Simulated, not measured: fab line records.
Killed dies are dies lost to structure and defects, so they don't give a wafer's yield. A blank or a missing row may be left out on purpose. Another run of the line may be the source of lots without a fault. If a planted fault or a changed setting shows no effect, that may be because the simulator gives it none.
fab line records + flow sky130
record:
- lots: 6
- wafers: 18
- last-day: 50
route steps=708 shown METAL2@489 PAD_OPEN@708
lots untouched by any fault: they come from a run of this same line in which no faults occurred
start-h: hours from the record's opening day to when the first of the lot's shown wafers began + wait-h: hours since the lot's step before + " the same as in the row above + L1.1+2: a row that stands for several wafers + - no value present, or no start provided + * or withheld: withheld + < > ~ a bound
route shown NAME@n: a module of which the file shows steps, and the number in the route of the first + usual: mean/standard deviation of fault-free wafers + same: alike in all rows + chamber/n: place in a boat + sites: readings site by site + _std_site: the standard deviation of these + _edge_site: mean of outer sites minus mean of inner sites + radius-mm: for every site, how far away it sits from the centre of the wafer + mask NAME#n: copy n + behind: the tool/chamber that last shaped the wafer + hold: reason for holding the lot/hours on hold/outcome of the hold + device: whichever transistor did not switch (one of n, p or np) + end of line: the tests these same wafers got at the end of their route + for a step that has no rows: nothing shown but its recipe + killed: the dies lost at the first sort to structure and to defects; this is not the yield of the wafer + map: shows each die of a wafer: x if killed, . if not, _ if none is there
set.NAME: the setting that was run; set.NAME@STEP: the one run at that earlier step + model.NAME: the simulator's own value behind a step, which no gauge read
certain route steps with their lots: each step a table, each wafer a row
services: when a tool's chamber went out of use (start-h, in hours from the record's first day, below 0 if earlier), for how many hours, and the reason
== steps ==
step: SKY_METAL2_THK_MEAS_06
recipe:
- thk-meas-gauge: xrf
- reads: AlCu_of_METAL2_SPUTTER_02
usual:
- METAL2_ALCU_THK: 246.5/2.7
| lot.wafer | tool          | chamber | start-h | wait-h | METAL2_ALCU_THK[nm] |
|-----------|---------------|---------|---------|--------|---------------------|
| L327.1    | film-metro-04 | -       | 805.57  | 0.1    | 244.9               |
| L327.5    | "             | -       | "       | "      | 247.0               |
| L327.6    | "             | -       | "       | "      | 243.6               |
| L330.1    | film-metro-04 | -       | 831.30  | 0.1    | 250.9               |
| L330.2    | "             | -       | "       | "      | 247.9               |
| L330.6    | "             | -       | "       | "      | 249.0               |
| L339.2    | film-metro-04 | -       | 900.61  | 0.1    | 249.7               |
| L339.5    | "             | -       | "       | "      | 249.5               |
| L339.6    | "             | -       | "       | "      | 248.8               |
| L341.1    | film-metro-02 | -       | 927.03  | 0.1    | 248.1               |
| L341.4    | "             | -       | "       | "      | 245.2               |
| L341.6    | "             | -       | "       | "      | 246.1               |
| L343.2    | film-metro-02 | -       | 932.39  | 0.1    | 251.6               |
| L343.4    | "             | -       | "       | "      | 252.3               |
| L343.6    | "             | -       | "       | "      | 252.9               |
| L342.2    | film-metro-03 | -       | 947.96  | 0.1    | 248.3               |
| L342.4    | "             | -       | "       | "      | 248.8               |
| L342.6    | "             | -       | "       | "      | 249.8               |
step: SKY_METAL2_DEHYDRATE_07
recipe:
- temp-c: 200
- time-s: 60
step: SKY_METAL2_HMDS_08
recipe:
- prime-time-s: 60
- prime-temp-c: 120
step: SKY_METAL2_COAT_09
recipe:
- resist: BARC
- temp-c: withheld
- time-s: withheld
- spin-rpm: 3000
- resist-thk-nm: 60
step: SKY_METAL2_COAT_10
recipe:
- resist: KrF-thick
- spin-rpm: 3000
- resist-thk-nm: 450
step: SKY_METAL2_SOFTBAKE_11
recipe:
- temp-c: 100
- time-s: 90
- resist: KrF-thick
step: SKY_METAL2_EXPOSE_12
recipe:
- mask-id: MM2
- na: 0.8
- source-shape: annular
- sigma-inner: 0.55
- sigma-outer: 0.85
- target-cd-nm: 140
- dose-mj: 28
step: SKY_METAL2_PEB_13
recipe:
- peb-temp-c: withheld
- peb-time-s: withheld
- resist: KrF-thick
step: SKY_METAL2_DEVELOP_14
recipe:
- develop-time-s: 60
- resist: KrF-thick
- dev-temp-c: 21
step: SKY_METAL2_CD_MEAS_15
recipe:
- target-cd-nm: 140
usual:
- cd-nm: 140.3/1.4
| lot.wafer | tool      | chamber | start-h | wait-h | cd-nm |
|-----------|-----------|---------|---------|--------|-------|
| L327.1    | cd-sem-01 | -       | 832.21  | -      | 139.5 |
| L327.5    | "         | -       | "       | "      | 139.2 |
| L327.6    | "         | -       | "       | "      | 141.4 |
| L330.1    | cd-sem-01 | -       | 857.39  | -      | 140.1 |
| L330.2    | "         | -       | "       | "      | 140.3 |
| L330.6    | "         | -       | "       | "      | 140.5 |
| L339.2    | cd-sem-01 | -       | 925.66  | -      | 140.2 |
| L339.5    | "         | -       | "       | "      | 139.9 |
| L339.6    | "         | -       | "       | "      | 140.6 |
| L341.1    | cd-sem-02 | -       | 951.22  | -      | 139.4 |
| L341.4    | "         | -       | "       | "      | 139.9 |
| L341.6    | "         | -       | "       | "      | 139.9 |
| L343.2    | cd-sem-01 | -       | 957.19  | -      | 138.9 |
| L343.4    | "         | -       | "       | "      | 137.1 |
| L343.6    | "         | -       | "       | "      | 138.0 |
| L342.2    | cd-sem-02 | -       | 972.26  | -      | 138.4 |
| L342.4    | "         | -       | "       | "      | 137.3 |
| L342.6    | "         | -       | "       | "      | 137.8 |
step: SKY_METAL2_OVL_MEAS_16
usual:
- METAL2_OVL: 1/5.3
| lot.wafer | tool       | chamber | start-h | wait-h | METAL2_OVL[nm] |
|-----------|------------|---------|---------|--------|----------------|
| L327.1    | overlay-01 | -       | 832.33  | 0.1    | -1             |
| L327.5    | "          | -       | "       | "      | -7             |
| L327.6    | "          | -       | "       | "      | -10            |
| L330.1    | overlay-02 | -       | 857.51  | 0.1    | 10             |
| L330.2    | "          | -       | "       | "      | 11             |
| L330.6    | "          | -       | "       | "      | 10             |
| L339.2    | overlay-02 | -       | 925.77  | 0.1    | -5             |
| L339.5    | "          | -       | "       | "      | -4             |
| L339.6    | "          | -       | "       | "      | -5             |
| L341.1    | overlay-02 | -       | 951.34  | 0.1    | -6             |
| L341.4    | "          | -       | "       | "      | 7              |
| L341.6    | "          | -       | "       | "      | -3             |
| L343.2    | overlay-02 | -       | 957.30  | 0.1    | 2              |
| L343.4    | "          | -       | "       | "      | -4             |
| L343.6    | "          | -       | "       | "      | 4              |
| L342.2    | overlay-02 | -       | 972.37  | 0.1    | 9              |
| L342.4    | "          | -       | "       | "      | 8              |
| L342.6    | "          | -       | "       | "      | 8              |
step: SKY_METAL2_DESCUM_17
recipe:
- chemistry: O2
- source-power-w: 150
- bias-power-w: 0
- pressure-mtorr: 10
- temp-c: 40
- time-s: 8
usual:
- chamber-pressure-mTorr: 10.000/0.0097
- drypump-motor-current-A: 5.5/0.53
- oes-product-au: 1.004/0.0084
| lot.wafer | tool         | chamber | start-h | wait-h | chamber-pressure-mTorr | drypump-motor-current-A | oes-product-au | rf-hours-counter-h |
|-----------|--------------|---------|---------|--------|------------------------|-------------------------|----------------|--------------------|
| L327.1    | rie-metal-04 | 1       | 832.37  | 0.0    | 9.997                  | 6.0                     | 1.007          | 7                  |
| L327.5    | "            | 0       | "       | "      | 9.994                  | 5.8                     | 1.010          | -                  |
| L327.6    | "            | 1       | "       | "      | 9.987                  | 6.0                     | 1.006          | -                  |
| L330.1    | rie-metal-03 | 0       | 857.55  | 0.0    | 10.001                 | 5.6                     | 1.003          | 14                 |
| L330.2    | "            | 1       | "       | "      | 9.996                  | 4.7                     | 1.002          | 4                  |
| L330.6    | "            | 0       | "       | "      | 9.979                  | 5.6                     | 1.003          | -                  |
| L339.2    | rie-metal-03 | 0       | 925.80  | 0.0    | 9.991                  | 5.6                     | 1.016          | 1                  |
| L339.5    | "            | 0       | "       | "      | 10.007                 | 5.6                     | 0.997          | -                  |
| L339.6    | "            | 1       | "       | "      | 9.999                  | 4.7                     | 1.004          | -                  |
| L341.1    | rie-metal-03 | 1       | 951.38  | 0.0    | 10.014                 | 4.7                     | 0.982          | 9                  |
| L341.4    | "            | 0       | "       | "      | 9.993                  | 5.6                     | 0.992          | -                  |
| L341.6    | "            | 0       | "       | "      | 9.994                  | 5.6                     | 1.004          | -                  |
| L343.2    | rie-metal-03 | 1       | 957.33  | 0.0    | 9.999                  | 4.7                     | 1.003          | 9                  |
| L343.4    | "            | 0       | "       | "      | 9.978                  | 5.6                     | 1.014          | -                  |
| L343.6    | "            | 1       | "       | "      | 10.006                 | 4.7                     | 1.004          | -                  |
| L342.2    | rie-metal-02 | 1       | 972.40  | 0.0    | 10.022                 | 6.1                     | 1.002          | 12                 |
| L342.4    | "            | 1       | "       | "      | 9.992                  | 6.1                     | 1.007          | -                  |
| L342.6    | "            | 0       | "       | "      | 10.001                 | 5.0                     | 1.014          | -                  |
step: SKY_METAL2_ETCH_18
recipe:
- chemistry: N2/H2
- target: BARC
- ion-energy-ev: 200
- bias-w: 100
- pressure-mtorr: 30
- n2-flow-sccm: 100
- h2-flow-sccm: 200
- icp-w: 500
- stop-on: SiO2
- time-s: 45.9
- target-depth-a: 600
usual:
- chamber-pressure-mTorr: 30.001/0.025
- drypump-motor-current-A: 5.5/0.53
- oes-product-au: 0.854/0.0046
- throttle-valve-pct: 13.225/0.0091
| lot.wafer | tool         | chamber | start-h | wait-h | chamber-pressure-mTorr | drypump-motor-current-A | oes-product-au | rf-hours-counter-h | throttle-valve-pct | model.KrF-thick_of_METAL2_COAT_10.thk-nm | model.METAL2.cd-nm |
|-----------|--------------|---------|---------|--------|------------------------|-------------------------|----------------|--------------------|--------------------|------------------------------------------|--------------------|
| L327.1    | rie-metal-04 | 1       | 832.40  | 0.0    | 29.998                 | 6.0                     | 0.854          | 7                  | 13.219             | 393.1                                    | 139.1              |
| L327.5    | "            | 0       | "       | "      | 30.018                 | 5.9                     | 0.852          | -                  | 13.224             | 392.6                                    | 139.4              |
| L327.6    | "            | 1       | "       | "      | 29.971                 | 6.0                     | 0.858          | -                  | 13.216             | 392.1                                    | 141.4              |
| L330.1    | rie-metal-03 | 0       | 857.58  | 0.0    | 29.990                 | 5.6                     | 0.858          | 14                 | 13.226             | 393                                      | 139.1              |
| L330.2    | "            | 1       | "       | "      | 30.033                 | 4.7                     | 0.862          | 4                  | 13.226             | 392.8                                    | 140.5              |
| L330.6    | "            | 0       | "       | "      | 29.990                 | 5.6                     | 0.850          | -                  | 13.225             | 392.5                                    | 140                |
| L339.2    | rie-metal-03 | 0       | 925.83  | 0.0    | 30.005                 | 5.6                     | 0.858          | 1                  | 13.238             | 389.9                                    | 139.9              |
| L339.5    | "            | 0       | "       | "      | 29.987                 | 5.6                     | 0.860          | -                  | 13.226             | 390.1                                    | 140.2              |
| L339.6    | "            | 1       | "       | "      | 30.023                 | 4.7                     | 0.859          | -                  | 13.224             | 390.4                                    | 139.4              |
| L341.1    | rie-metal-03 | 1       | 951.41  | 0.0    | 29.971                 | 4.7                     | 0.854          | 9                  | 13.224             | 378.2                                    | 136.6              |
| L341.4    | "            | 0       | "       | "      | 29.982                 | 5.6                     | 0.855          | -                  | 13.238             | 388.7                                    | 139.6              |
| L341.6    | "            | 0       | "       | "      | 29.990                 | 5.6                     | 0.847          | -                  | 13.211             | 389.7                                    | 139.9              |
| L343.2    | rie-metal-03 | 1       | 957.36  | 0.0    | 29.998                 | 4.7                     | 0.859          | 9                  | 13.218             | 376.7                                    | 135.8              |
| L343.4    | "            | 0       | "       | "      | 30.034                 | 5.6                     | 0.850          | -                  | 13.218             | 389.3                                    | 137                |
| L343.6    | "            | 1       | "       | "      | 29.949                 | 4.7                     | 0.853          | -                  | 13.219             | 377.4                                    | 136.3              |
| L342.2    | rie-metal-02 | 1       | 972.43  | 0.0    | 29.994                 | 6.1                     | 0.856          | 12                 | 13.237             | 393.1                                    | 138.9              |
| L342.4    | "            | 1       | "       | "      | 30.012                 | 6.1                     | 0.857          | -                  | 13.236             | 391.9                                    | 137.6              |
| L342.6    | "            | 0       | "       | "      | 30.012                 | 5.0                     | 0.857          | -                  | 13.239             | 393.1                                    | 138.4              |
step: SKY_METAL2_METAL_ETCH_19
recipe:
- target-depth-a: 3600
- stop-on: SiO2
- over-etch-frac: 0.3
- time-s: 78
- chemistry: Cl2/BCl3
- resist-sidewall-deg: 88
- pressure-mtorr: 10
- icp-w: 900
- bias-w: 48.5
- Cl2_flow_sccm: 60
- bcl3-flow-sccm: 30
usual:
- chamber-pressure-mTorr: 10.000/0.0098
- drypump-motor-current-A: 5.5/0.53
- oes-product-au: 0.853/0.0057
- throttle-valve-pct: 22.263/0.0095
same:
- over-etch-frac: 0.3
| lot.wafer | tool         | chamber | start-h | wait-h | chamber-pressure-mTorr | drypump-motor-current-A | oes-product-au | rf-hours-counter-h | throttle-valve-pct | model.KrF-thick_of_METAL2_COAT_10.thk-nm |
|-----------|--------------|---------|---------|--------|------------------------|-------------------------|----------------|--------------------|--------------------|------------------------------------------|
| L327.1    | rie-metal-04 | 1       | 832.46  | 0.0    | 10.002                 | 6.0                     | 0.858          | 7                  | 22.256             | 154.4                                    |
| L327.5    | "            | 0       | "       | "      | 9.998                  | 5.9                     | 0.858          | -                  | 22.246             | 155                                      |
| L327.6    | "            | 1       | "       | "      | 10.011                 | 5.9                     | 0.852          | -                  | 22.264             | 152.1                                    |
| L330.1    | rie-metal-03 | 0       | 857.64  | 0.0    | 9.986                  | 5.6                     | 0.863          | 14                 | 22.277             | 153.1                                    |
| L330.2    | "            | 1       | "       | "      | 10.004                 | 4.7                     | 0.847          | 4                  | 22.256             | 156.7                                    |
| L330.6    | "            | 0       | "       | "      | 9.998                  | 5.6                     | 0.857          | -                  | 22.266             | 154.2                                    |
| L339.2    | rie-metal-03 | 0       | 925.89  | 0.0    | 10.013                 | 5.6                     | 0.857          | 1                  | 22.268             | 152                                      |
| L339.5    | "            | 0       | "       | "      | 9.999                  | 5.6                     | 0.850          | -                  | 22.250             | 152.2                                    |
| L339.6    | "            | 1       | "       | "      | 10.001                 | 4.7                     | 0.854          | -                  | 22.245             | 155.4                                    |
| L341.1    | rie-metal-03 | 1       | 951.47  | 0.0    | 9.985                  | 4.7                     | 0.858          | 9                  | 22.258             | 146.2                                    |
| L341.4    | "            | 0       | "       | "      | 9.999                  | 5.6                     | 0.851          | -                  | 22.273             | 154.1                                    |
| L341.6    | "            | 0       | "       | "      | 9.988                  | 5.6                     | 0.855          | -                  | 22.254             | 153                                      |
| L343.2    | rie-metal-03 | 1       | 957.42  | 0.0    | 9.999                  | 4.7                     | 0.869          | 9                  | 22.267             | 142.9                                    |
| L343.4    | "            | 0       | "       | "      | 9.988                  | 5.6                     | 0.861          | -                  | 22.246             | 153.2                                    |
| L343.6    | "            | 1       | "       | "      | 10.016                 | 4.7                     | 0.862          | -                  | 22.264             | 142                                      |
| L342.2    | rie-metal-02 | 1       | 972.49  | 0.0    | 9.981                  | 6.1                     | 0.859          | 12                 | 22.245             | 157.3                                    |
| L342.4    | "            | 1       | "       | "      | 10.008                 | 6.1                     | 0.860          | -                  | 22.261             | 156.3                                    |
| L342.6    | "            | 0       | "       | "      | 9.993                  | 5.0                     | 0.855          | -                  | 22.260             | 154                                      |
step: SKY_METAL2_STRIP_20
recipe:
- chemistry: O2/N2
- power-w: 1400
- pressure-mtorr: 1500
- platen-temp-c: withheld
- o2-flow-sccm: 3000
- n2-flow-sccm: 300
- overash-fraction: 0.5
usual:
- chamber-pressure-mTorr: 1500.1/1.5
- drypump-motor-current-A: 5.7/0.49
- oes-product-au: 0.342/0.0048
- strip-time-to-endpoint-s: 2.67/0.034
| lot.wafer | tool            | chamber | start-h | wait-h | chamber-pressure-mTorr | drypump-motor-current-A | oes-product-au | rf-hours-counter-h | strip-time-to-endpoint-s |
|-----------|-----------------|---------|---------|--------|------------------------|-------------------------|----------------|--------------------|--------------------------|
| L327.1    | plasma-asher-03 | 0       | 832.55  | 0.1    | 1498.2                 | 6.2                     | 0.337          | 67                 | 2.66                     |
| L327.5    | "               | 1       | "       | "      | 1501.1                 | 5.4                     | 0.346          | -                  | 2.64                     |
| L327.6    | "               | 0       | "       | "      | 1499.7                 | 6.2                     | 0.348          | -                  | 2.62                     |
| L330.1    | plasma-asher-01 | 0       | 857.73  | 0.1    | 1502.3                 | 6.3                     | 0.337          | 10                 | 2.65                     |
| L330.2    | "               | 1       | "       | "      | 1500.0                 | 4.8                     | 0.344          | 10                 | 2.67                     |
| L330.6    | "               | 0       | "       | "      | 1500.0                 | 6.3                     | 0.334          | -                  | 2.64                     |
| L339.2    | plasma-asher-04 | 1       | 925.98  | 0.1    | 1499.5                 | 5.4                     | 0.347          | 50                 | 2.62                     |
| L339.5    | "               | 0       | "       | "      | 1500.0                 | 6.0                     | 0.341          | -                  | 2.62                     |
| L339.6    | "               | 1       | "       | "      | 1497.6                 | 5.4                     | 0.333          | -                  | 2.68                     |
| L341.1    | plasma-asher-03 | 1       | 951.56  | 0.1    | 1501.3                 | 5.3                     | 0.335          | 80                 | 2.55                     |
| L341.4    | "               | 1       | "       | "      | 1500.1                 | 5.3                     | 0.341          | -                  | 2.65                     |
| L341.6    | "               | 1       | "       | "      | 1500.6                 | 5.3                     | 0.347          | -                  | 2.63                     |
| L343.2    | plasma-asher-04 | 1       | 957.51  | 0.1    | 1502.7                 | 5.4                     | 0.341          | 53                 | 2.52                     |
| L343.4    | "               | 1       | "       | "      | 1501.0                 | 5.4                     | 0.347          | -                  | 2.63                     |
| L343.6    | "               | 1       | "       | "      | 1499.6                 | 5.4                     | 0.340          | -                  | 2.51                     |
| L342.2    | plasma-asher-01 | 0       | 972.58  | 0.1    | 1500.0                 | 6.3                     | 0.337          | 21                 | 2.67                     |
| L342.4    | "               | 0       | "       | "      | 1500.7                 | 6.3                     | 0.345          | -                  | 2.68                     |
| L342.6    | "               | 0       | "       | "      | 1500.0                 | 6.3                     | 0.336          | -                  | 2.65                     |
step: SKY_METAL2_STRIP_21
recipe:
- chemistry: post-etch-residue-remover
- time-s: 1200
- temp-c: 72.5
step: SKY_PAD_OPEN_PROBE_99
usual:
- defect-limited-yield: 82.6/1.8
- killed_at_M0_to_M3: 44/6.3
- killed_at_M4_up: 2.8/1.7
- killed-at-contacts: 25/5.8
- killed-at-front-end: 14/4.4
- killed-at-other: 0.3/0.49
- killed-dies: 86/8.7
- killed-open: 48/5.8
- killed-short: 38/6
- sort_bin_3_pad_short: 0.8/0.39
- sort_bin_5_function: 10.4/1.4
- sort_bin_6_memory: 6.2/1.1
- sort-n-pass: 406/8.7
- sort-yield-pct: 82.6/1.8
same:
- gross-dies: 492
- killed-at-back-side: 0
- sort_bin_4_leakage[%]: 0
- sort_bin_8_speed[%]: 0
| lot.wafer | tool      | chamber | start-h | wait-h | defect-limited-yield[%] | killed_at_M0_to_M3 | killed_at_M4_up | killed-at-contacts | killed-at-front-end | killed-at-other | killed-dies | killed-open | killed-short | sort_bin_3_pad_short[%] | sort_bin_5_function[%] | sort_bin_6_memory[%] | sort-n-pass | sort-yield-pct[%] |
|-----------|-----------|---------|---------|--------|-------------------------|--------------------|-----------------|--------------------|---------------------|-----------------|-------------|-------------|--------------|-------------------------|------------------------|----------------------|-------------|-------------------|
| L327.1    | prober-01 | -       | 1084.84 | 0.1    | 84.1                    | 44                 | 3               | 20                 | 10                  | 1               | 78          | 43          | 35           | 0.6                     | 9.6                    | 5.7                  | 414         | 84.1              |
| L327.5    | prober-01 | -       | 1085.04 | 0.2    | 83.7                    | 47                 | 2               | 20                 | 11                  | 0               | 80          | 53          | 27           | 0.4                     | 8.7                    | 7.1                  | 412         | 83.7              |
| L327.6    | prober-01 | -       | 1085.09 | 0.2    | 82.7                    | 38                 | 1               | 30                 | 16                  | 0               | 85          | 42          | 43           | 0.2                     | 10.2                   | 6.9                  | 407         | 82.7              |
| L341.1    | prober-02 | -       | 1174.04 | 0.1    | 86.0                    | 32                 | 1               | 17                 | 19                  | 0               | 69          | 43          | 26           | 0.6                     | 8.3                    | 5.1                  | 423         | 86.0              |
| L341.4    | prober-02 | -       | 1174.19 | 0.2    | 83.5                    | 47                 | 1               | 22                 | 11                  | 0               | 81          | 52          | 29           | 0.6                     | 10.2                   | 5.7                  | 411         | 83.5              |
| L341.6    | prober-02 | -       | 1174.29 | 0.2    | 81.1                    | 50                 | 6               | 26                 | 11                  | 0               | 93          | 48          | 45           | 0.6                     | 10.0                   | 8.3                  | 399         | 81.1              |
killed by level:class
L327.1 VIA1:geometric-particle:open=9 CONTACT:geometric-particle:open=8 VIA2:geometric-particle:open=7 VIA3:geometric-particle:open=6 VIA2:geometric-particle:short=6 CONTACT:geometric-particle:short=5 VIA1:geometric-particle:short=5 FIELD_ISO:geometric-particle:open=4
L327.5 VIA1:geometric-particle:open=13 VIA2:geometric-particle:open=11 LI_CONTACT:geometric-particle:open=9 CONTACT:geometric-particle:open=5 METAL2:geometric-particle:short=5 VIA3:geometric-particle:open=5 POLY_CUT:geometric-particle:open=3 LOCAL_INTERCONNECT:geometric-particle:short=3
L327.6 CONTACT:geometric-particle:open=10 VIA1:geometric-particle:open=9 LOCAL_INTERCONNECT:geometric-particle:short=6 METAL1:geometric-particle:short=6 LI_CONTACT:geometric-particle:short=5 VIA2:geometric-particle:open=5 METAL3:geometric-particle:short=5 FIELD_ISO:geometric-particle:open=4
L341.1 VIA1:geometric-particle:open=10 LI_CONTACT:geometric-particle:open=7 FIELD_ISO:geometric-particle:open=6 CONTACT:geometric-particle:open=6 FIELD_ISO:geometric-particle:short=5 METAL3:geometric-particle:short=5 POLY_GATE:geometric-particle:open=4 VIA2:geometric-particle:open=4
L341.4 VIA1:geometric-particle:open=18 CONTACT:geometric-particle:open=9 LI_CONTACT:geometric-particle:open=5 FIELD_ISO:geometric-particle:short=4 VIA2:geometric-particle:open=4 METAL1:geometric-particle:short=4 VIA1:geometric-particle:short=4 METAL3:geometric-particle:short=4
L341.6 VIA1:geometric-particle:open=11 VIA2:geometric-particle:open=10 CONTACT:geometric-particle:open=8 LI_CONTACT:geometric-particle:open=6 LI_CONTACT:geometric-particle:short=6 METAL1:geometric-particle:short=5 METAL2:geometric-particle:short=5 METAL4:geometric-particle:short=5
== services ==
| tool            | chamber | start-h | hours | kind           |
|-----------------|---------|---------|-------|----------------|
| plasma-asher-04 | -       | 837.98  | 1.5   | repair         |
| plasma-asher-01 | -       | 844.24  | 4.9   | repair         |
| plasma-asher-01 | -       | 850.59  | 5.1   | repair         |
| rie-metal-03    | 0       | 883.55  | -     | clean          |
| rie-metal-03    | 0       | 883.55  | 19.7  | scheduled-down |
| rie-metal-03    | 0       | 883.55  | 19.7  | vent-cycle     |
| rie-metal-04    | 1       | 896.64  | 3.8   | repair         |
| rie-metal-04    | 0       | 911.39  | -     | clean          |
| rie-metal-04    | 0       | 911.39  | 16.2  | scheduled-down |
| rie-metal-04    | 0       | 911.39  | 16.2  | vent-cycle     |
| plasma-asher-01 | -       | 944.42  | 5.5   | repair         |
== key ==
first-sign:
- step: SKY_METAL2_STRIP_20
- reading: strip-time-to-endpoint-s
- direction: down
- sigmas: 4.3
- usual: *
- struck: *
effect none on later readings
model-effect:
- step: SKY_METAL2_ETCH_18
- value: KrF-thick_of_METAL2_COAT_10.thk-nm
- without: 390.6
- struck: 377.4
model-effect:
- step: SKY_METAL2_METAL_ETCH_19
- value: KrF-thick_of_METAL2_COAT_10.thk-nm
- without: 156.8
- struck: 143.7
met-at SKY_METAL2_ETCH_18
struck-wafers L341.1,L343.2,L343.6
onset-between 925.83 951.41
fault:
- kind: process-parameter-drift
- tool: rie-metal-03
- chamber: 1
- onset-h: 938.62
- steps: SKY_METAL2_ETCH_18
- channel: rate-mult
- offset: 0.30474
- shape: step
- end-h: 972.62
